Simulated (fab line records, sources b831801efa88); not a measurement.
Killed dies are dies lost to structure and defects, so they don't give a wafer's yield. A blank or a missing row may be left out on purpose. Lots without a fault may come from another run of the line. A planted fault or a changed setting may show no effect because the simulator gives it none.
fab line records | flow sky130 | part 2 of 2: steps 28 to 39 of 39
record lots=5 wafers=15 last_day=49
route steps=708 shown SONOS_ONO@178 GATE_OXIDE@187 POLY_GATE@204 RES_PROTECT@206
lots that met no fault: from a run of the same line without faults
start_h: hours from the record's first day to the start of the lot's first wafer shown | wait_h: hours since the lot's step before | " the same as in the row above | L1.1+2: a row that stands for several wafers | - no value, or no start given | * or withheld: withheld | < > ~ a bound
route shown NAME@n: a module of which the file shows steps, and the number in the route of the first | usual: mean/standard deviation of fault-free wafers | same: alike in all rows | chamber/n: place in a boat | sites: the reading at each site | _std_site: their standard deviation | _edge_site: outer sites' mean less inner sites' | radius_mm: how far each site lies from the wafer's centre | mask NAME#n: copy n | behind: the tool/chamber that last shaped the wafer | hold: why the lot was held/for how many hours/how that ended | device: the transistor (n, p or np) that didn't switch | end of line: the same wafers' tests at the end of the route | a step without rows: its recipe alone | killed: dies lost to structure and defects at the first sort, not the wafer's yield | map: a wafer's dies, x killed, . not, _ none there
set.NAME: the setting as run; set.NAME@STEP: as run at that earlier step | model.NAME: the simulator's own value behind a step, which no gauge read
lots at some steps of the route; a table a step, a row a wafer
services: from which hour (start_h, from the record's first day; less than 0 if before it) a tool's chamber was out of use, for how many hours, and why
## steps
# step SKY_POLY_GATE_THK_MEAS_01
# recipe reads=poly-Si_of_POLY_GATE_CVD_00
# usual POLY_GATE_CVD_00_THK=179.9/1.6
# columns lot.wafer tool chamber start_h wait_h POLY_GATE_CVD_00_THK[nm]
L076.2 film_metro-03 - 325.92 0.0 180.9
L076.3 " - " " 181.1
L076.6 " - " " 181.4
L078.4 film_metro-01 - 344.31 0.0 178.1
L078.5 " - " " 179.2
L078.6 " - " " 179.9
L084.1 film_metro-02 - 392.67 0.0 181.8
L084.2 " - " " 181.2
L084.3 " - " " 181.5
L087.1 film_metro-01 - 424.36 0.0 181.2
L087.2 " - " " 179.3
L087.4 " - " " 179.6
L093.4 film_metro-03 - 468.61 0.0 179.4
L093.5 " - " " 179.0
L093.6 " - " " 179.9
# step SKY_RES_PROTECT_DEHYDRATE_00
# recipe temp_c=200 time_s=60
# columns lot.wafer tool chamber start_h wait_h
L076.2+3+6 litho_track-04 0 338.72 12.8
L078.4+5+6 litho_track-04 0 357.37 13.0
L084.1+2+3 litho_track-02 0 407.24 14.6
L087.1+2+4 litho_track-02 0 439.24 14.9
L093.4+5+6 litho_track-01 0 483.18 14.6
# step SKY_RES_PROTECT_HMDS_01
# recipe prime_time_s=60 prime_temp_c=120
# columns lot.wafer tool chamber start_h wait_h
L076.2+3+6 litho_track-04 0 338.87 0.1
L078.4+5+6 litho_track-04 0 357.52 0.1
L084.1+2+3 litho_track-02 0 407.39 0.1
L087.1+2+4 litho_track-02 0 439.39 0.1
L093.4+5+6 litho_track-01 0 483.33 0.1
# step SKY_RES_PROTECT_COAT_02
# recipe resist=NOVOLAK spin_rpm=3000 resist_thk_nm=1140
# columns lot.wafer tool chamber start_h wait_h
L076.2+3+6 litho_track-04 0 339.02 0.1
L078.4+5+6 litho_track-04 0 357.67 0.1
L084.1+2+3 litho_track-02 0 407.54 0.1
L087.1+2+4 litho_track-02 0 439.54 0.1
L093.4+5+6 litho_track-01 0 483.48 0.1
# step SKY_RES_PROTECT_SOFTBAKE_03
# recipe temp_c=90 time_s=60 resist=NOVOLAK
# columns lot.wafer tool chamber start_h wait_h
L076.2+3+6 litho_track-04 0 339.17 0.1
L078.4+5+6 litho_track-04 0 357.82 0.1
L084.1+2+3 litho_track-02 0 407.69 0.1
L087.1+2+4 litho_track-02 0 439.69 0.1
L093.4+5+6 litho_track-01 0 483.63 0.1
# step SKY_RES_PROTECT_EXPOSE_04
# recipe mask_id=RPM na=0.6 source_shape=conventional sigma_outer=0.6 polarization=unpolarized target_cd_nm=1270 dose_mj=131
# usual exposure_dose_mJ_cm2=131.01/0.13
# columns lot.wafer tool chamber start_h wait_h mask exposure_dose_mJ_cm2
L076.2 iline_stepper-01 0 - - RPM#0 131.05
L076.3 " 0 " " RPM#0 130.82
L076.6 " 0 " " RPM#0 130.97
L078.4 iline_stepper-01 0 - - RPM#0 131.23
L078.5 " 0 " " RPM#0 131.14
L078.6 " 0 " " RPM#0 130.98
L084.1 iline_stepper-02 0 - - RPM#0 130.89
L084.2 " 0 " " RPM#0 130.85
L084.3 " 0 " " RPM#0 130.87
L087.1 iline_stepper-01 0 - - RPM#0 130.88
L087.2 " 0 " " RPM#0 131.00
L087.4 " 0 " " RPM#0 131.01
L093.4 iline_stepper-02 0 - - RPM#0 131.07
L093.5 " 0 " " RPM#0 130.87
L093.6 " 0 " " RPM#0 130.81
# step SKY_RES_PROTECT_PEB_05
# recipe temp_c=withheld time_s=* resist=NOVOLAK
# columns lot.wafer tool chamber start_h wait_h
L076.2+3+6 litho_track-04 0 - -
L078.4+5+6 litho_track-01 0 - -
L084.1+2+3 litho_track-04 0 - -
L087.1+2+4 litho_track-04 0 - -
L093.4+5+6 litho_track-02 0 - -
# step SKY_RES_PROTECT_DEVELOP_06
# recipe resist=NOVOLAK developer=TMAH develop_time_s=60 dev_temp_c=23
# usual developer_temp_C=23.01/0.097
# columns lot.wafer tool chamber start_h wait_h developer_temp_C
L076.2 litho_track-04 0 353.52 0.1 22.86
L076.3 " 0 " " 23.02
L076.6 " 0 " " 23.03
L078.4 litho_track-01 0 371.24 0.1 23.04
L078.5 " 0 " " 22.97
L078.6 " 0 " " 22.95
L084.1 litho_track-04 0 422.14 0.1 23.08
L084.2 " 0 " " 22.85
L084.3 " 0 " " 22.86
L087.1 litho_track-04 0 454.99 0.1 23.16
L087.2 " 0 " " 23.18
L087.4 " 0 " " 23.12
L093.4 litho_track-02 0 499.72 0.1 22.98
L093.5 " 0 " " 22.96
L093.6 " 0 " " 22.94
# step SKY_POLY_GATE_IMPLANT_02
# recipe species=P energy_kev=30 dose_cm2=7.557e+15 tilt_deg=0
# usual beam_energy_keV=29.998/0.0081 beam_on_s=33.1/2.9 faraday_current_uA=12641/1100
# columns lot.wafer tool chamber start_h wait_h beam_energy_keV beam_on_s faraday_current_uA
L076.2 implanter-03 0 353.67 0.1 29.981 32.3 12817
L076.3 " 0 " " 30.000 32.4 12822
L076.6 " 0 " " 29.990 33.2 12538
L078.4 implanter-02 0 371.39 0.1 29.999 36.6 11374
L078.5 " 0 " " 29.993 36.2 11525
L078.6 " 0 " " 29.998 36.0 11572
L084.1 implanter-02 0 422.29 0.1 29.990 36.6 11428
L084.2 " 0 " " 30.008 37.0 11320
L084.3 " 0 " " 30.011 35.7 11677
L087.1 implanter-02 0 455.14 0.1 30.007 36.0 11604
L087.2 " 0 " " 30.001 35.2 11857
L087.4 " 0 " " 29.993 36.5 11445
L093.4 implanter-03 0 499.87 0.1 29.996 33.4 12493
L093.5 " 0 " " 29.992 33.3 12554
L093.6 " 0 " " 29.999 34.1 12172
# step SKY_RES_PROTECT_STRIP_07
# recipe chemistry=O2/N2 power_w=1400 pressure_mtorr=1500 platen_temp_c=withheld o2_flow_sccm=3000 n2_flow_sccm=300 overash_fraction=0.5
# usual drypump_motor_current_A=5.6/0.34 oes_product_au=0.519/0.0047 strip_time_to_endpoint_s=23.19/0.043
# columns lot.wafer tool chamber start_h wait_h drypump_motor_current_A oes_product_au rf_hours_counter_h strip_time_to_endpoint_s
L076.2 plasma_asher-01 1 353.79 0.1 5.5 0.522 66 23.20
L076.3 " 1 " " 5.5 0.522 - 23.25
L076.6 " 0 " " 5.4 0.523 - 23.23
L078.4 plasma_asher-03 0 371.49 0.1 5.7 0.522 - 23.18
L078.5 " 1 " " 5.3 0.515 - 23.21
L078.6 " 0 " " 5.7 0.523 - 23.18
L084.1 plasma_asher-04 0 422.44 0.1 5.6 0.526 61 23.24
L084.2 " 1 " " 6.3 0.514 61 23.20
L084.3 " 1 " " 6.3 0.523 - 23.24
L087.1 plasma_asher-03 1 455.29 0.1 5.3 0.515 75 23.25
L087.2 " 0 " " 5.7 0.516 75 23.22
L087.4 " 0 " " 5.7 0.514 - 23.21
L093.4 plasma_asher-03 1 499.98 0.1 5.3 0.521 - 23.13
L093.5 " 1 " " 5.3 0.523 - 23.14
L093.6 " 0 " " 5.7 0.521 - 23.15
# step SKY_RES_PROTECT_TW_MEAS_08
# usual POLY_GATE_TW=4035/28
# columns lot.wafer tool chamber start_h wait_h POLY_GATE_TW
L076.2 film_metro-02 - 353.90 0.1 4050
L076.3 " - " " 4073
L076.6 " - " " 4032
L078.4 film_metro-01 - 371.59 0.1 4014
L078.5 " - " " 4042
L078.6 " - " " 4062
L084.1 film_metro-02 - 422.54 0.1 4054
L084.2 " - " " 4059
L084.3 " - " " 4076
L087.1 film_metro-02 - 455.39 0.1 4067
L087.2 " - " " 4052
L087.4 " - " " 4084
L093.4 film_metro-01 - 500.07 0.1 4008
L093.5 " - " " 4007
L093.6 " - " " 3986
# step SKY_RES_PROTECT_CLEAN_09
# recipe chemistry=SC1/SC2 mix=1:4:20 temp_c=70 time_s=150 dry=n2_spin
# columns lot.wafer tool chamber start_h wait_h
L076.2+3+6 wet_bench-03 1 353.95 0.0
L078.4+5+6 wet_bench-03 3 371.62 0.0
L084.1+2+3 wet_bench-02 0 422.60 0.1
L087.1+2+4 wet_bench-03 0 455.45 0.1
L093.4+5+6 wet_bench-01 2 500.10 0.0
## services
# columns tool chamber start_h hours kind
plasma_asher-03 - 258.69 12.5 repair
iline_stepper-02 - 287.77 3.8 repair
wet_bench-02 - 295.38 6.0 repair
lpcvd-01 - 298.44 1.4 repair
plasma_asher-02 - 303.91 1.5 repair
furnace-02 - 305.39 2.7 pm
wet_bench-04 - 311.30 4.4 pm
implanter-03 - 326.95 16.5 pm
iline_stepper-02 - 342.39 1.7 pm
furnace-02 - 344.38 3.3 pm
wet_bench-04 - 346.55 2.8 repair
furnace-02 - 347.64 1.0 pm
iline_stepper-01 - 353.97 1.7 pm
wet_bench-04 - 356.10 1.9 pm
lpcvd-01 - 396.44 6.0 pm
furnace-01 - 406.67 4.0 pm
plasma_asher-01 - 421.25 9.0 pm
lpcvd-01 - 450.03 2.8 repair
furnace-01 - 466.60 3.8 pm
furnace-02 - 472.98 2.8 pm
plasma_asher-03 - 475.07 0.9 repair
implanter-03 - 478.45 2.6 repair
iline_stepper-01 - 479.99 7.4 repair
iline_stepper-02 - 479.99 5.0 repair
